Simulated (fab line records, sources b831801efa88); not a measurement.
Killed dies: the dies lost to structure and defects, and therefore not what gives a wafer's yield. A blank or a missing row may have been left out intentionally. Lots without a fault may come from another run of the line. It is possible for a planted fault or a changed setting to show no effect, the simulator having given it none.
Struck lot and sound lot, side by side :: flow sky130 :: 17 steps out of a route of 708
Sound: the wafers L690.3, L690.4, L690.6. Wafers L697.1, L697.3, L697.6 were the ones struck. The cause comes at the end.
Order at every step that has rows: each side's tool, ch and its chambers, its first start. Under that, the readings that differ: sound wafers :: struck wafers :: difference of the means :: sigmas: that difference in standard deviations of wafers without a fault.
alike: same words and numbers on both sides, and readings whose means sit less than 2 such deviations apart. not compared: any withheld reading, any reading some wafer has no value for, any bound like >300 that may hide the same value, and any number with overlapping values for which the record gives no deviation.
A row with sigmas, a row that says differs or no value, or rows on one side alone: a step with any of these is where the two part. When numbers do not overlap yet have no deviation, they are printed without sigmas and do not part them. A reading missing from all wafers of one side parts the sides only when that side holds two or more wafers.

first, 1 step without rows for these wafers: SKY_VT_ADJUST_NCORE_IMPLANT_09.
SKY_VT_ADJUST_NCORE_STRIP_10: strips in O2/N2.
  sound on plasmaAsher-03 ch 0,1, day 10 04:50; struck on plasmaAsher-02 ch 0,1, day 12 15:35
  alike: drypumpMotorCurrentA, oesProductAu, stripTimeToEndpointS
  not compared: rfHoursCounterH
SKY_VT_ADJUST_NCORE_TW_MEAS_11:
  struck on filmMetro-01, day 12 15:41; sound on filmMetro-01, day 10 04:55
  alike: VT_ADJUST_NCORE_TW
then, 7 steps without rows for these wafers: SKY_VT_ADJUST_HVTR_DEHYDRATE_00 (time 60 s); SKY_VT_ADJUST_HVTR_HMDS_01 (prime time 60 s); SKY_VT_ADJUST_HVTR_COAT_02 (resist thk 1154 nm); SKY_VT_ADJUST_HVTR_SOFTBAKE_03 (time 60 s); SKY_VT_ADJUST_HVTR_EXPOSE_04 (exposes mask HVTRM, target cd 380 nm); SKY_VT_ADJUST_HVTR_PEB_05; SKY_VT_ADJUST_HVTR_DEVELOP_06 (develop time 60 s).
SKY_VT_ADJUST_HVTR_CD_MEAS_07: target cd 380 nm.
  struck on cdSem-02, day 13 16:43; sound on cdSem-02, day 11 04:33
  alike: cdNm
SKY_VT_ADJUST_HVTR_OVL_MEAS_08:
  struck on overlay-01, day 13 16:50; sound on overlay-02, day 11 04:38
  alike: VT_ADJUST_HVTR_OVL
SKY_VT_ADJUST_HVTR_IMPLANT_09:
  sound on implanter-02 ch 0, day 11 04:43; struck on implanter-02 ch 0, day 13 16:52
reading: doseIonsCm2
sound: 2.1005e+12 2.1001e+12 2.0996e+12
struck: 1.3659e+12 1.3717e+12 1.3707e+12
difference: -7.3063e+11
sigmas: -99 or more

reading: faradayCurrentUA
sound: 11.76 11.94 11.77
struck: 7.69 7.67 7.50
difference: -4.20
sigmas: -19
  alike: beamOnS, endStationPressureTorr
SKY_VT_ADJUST_HVTR_STRIP_10: strips in O2/N2.
  sound on plasmaAsher-03 ch 0,1, day 11 04:51; struck on plasmaAsher-02 ch 1, day 13 17:01
reading: stripTimeToEndpointS (s)
sound: 14.37 14.37 14.36
struck: 14.24 14.26 14.27
difference: -0.11
sigmas: -3
  alike: drypumpMotorCurrentA, oesProductAu
  not compared: rfHoursCounterH
SKY_VT_ADJUST_HVTR_TW_MEAS_11:
  struck on filmMetro-03, day 13 17:07; sound on filmMetro-03, day 11 04:56
reading: VT_ADJUST_HVTR_TW
sound: 210.5 210.1 211.3
struck: 188.7 187.3 190.0
difference: -22.0
sigmas: -23
then, 1 step without rows for these wafers: SKY_VT_ADJUST_PCH_DEHYDRATE_00 (time 60 s).
-- record jumps: 36 days separate the struck wafers' starts on either side; left off in module VT_ADJUST_PCH, taken up again in module PAD_OPEN, whose first shown step is the route's number 708 --
SKY_PAD_OPEN_PROBE_99:
  struck on prober-02, day 49 10:40; sound on prober-01, day 47 04:08
reading: killed_at_M4_up
sound: 2 2 2
struck: 7 7 7
difference: +5
sigmas: +3

reading: killedAtFrontEnd
sound: 20 20 18
struck: 12 8 10
difference: -9
sigmas: -2

reading: model.etest.pfet_01v8_mvt.driveUaUm
sound: 154.1 150.8 151.3
struck: 138.2 139.4 136.5
difference: -14.0
sigmas: 

reading: model.etest.pfet_01v8_mvt.offLog10AUm
sound: -10.82 -10.76 -10.9
struck: -11.82 -11.9 -11.89
difference: -1.04
sigmas: 

reading: model.etest.pfet_01v8_mvt.vtSatV (V)
sound: -0.5806 -0.5784 -0.5861
struck: -0.6585 -0.6509 -0.6606
difference: -0.0750
sigmas: 

reading: model.etest.pfet_01v8_mvt.vtV (V)
sound: -0.6667 -0.666 -0.6736
struck: -0.7294 -0.7278 -0.7332
difference: -0.0614
sigmas: 

reading: model.etest.pfet_01v8_mvt.vtLongV (V)
sound: -0.87 -0.8696 -0.8742
struck: -0.9342 -0.934 -0.9353
difference: -0.0632
sigmas: 
  alike: killed_at_M0_to_M3, killedAtContacts, killedAtOther, killedDies, killedOpen, killedShort

WHERE THEY PART
Last at SKY_PAD_OPEN_PROBE_99 as far as this record goes, first at SKY_VT_ADJUST_HVTR_IMPLANT_09.

WHY: whatever the simulator had introduced
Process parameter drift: implanter-02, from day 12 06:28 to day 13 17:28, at SKY_VT_ADJUST_HVTR_IMPLANT_09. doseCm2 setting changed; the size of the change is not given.
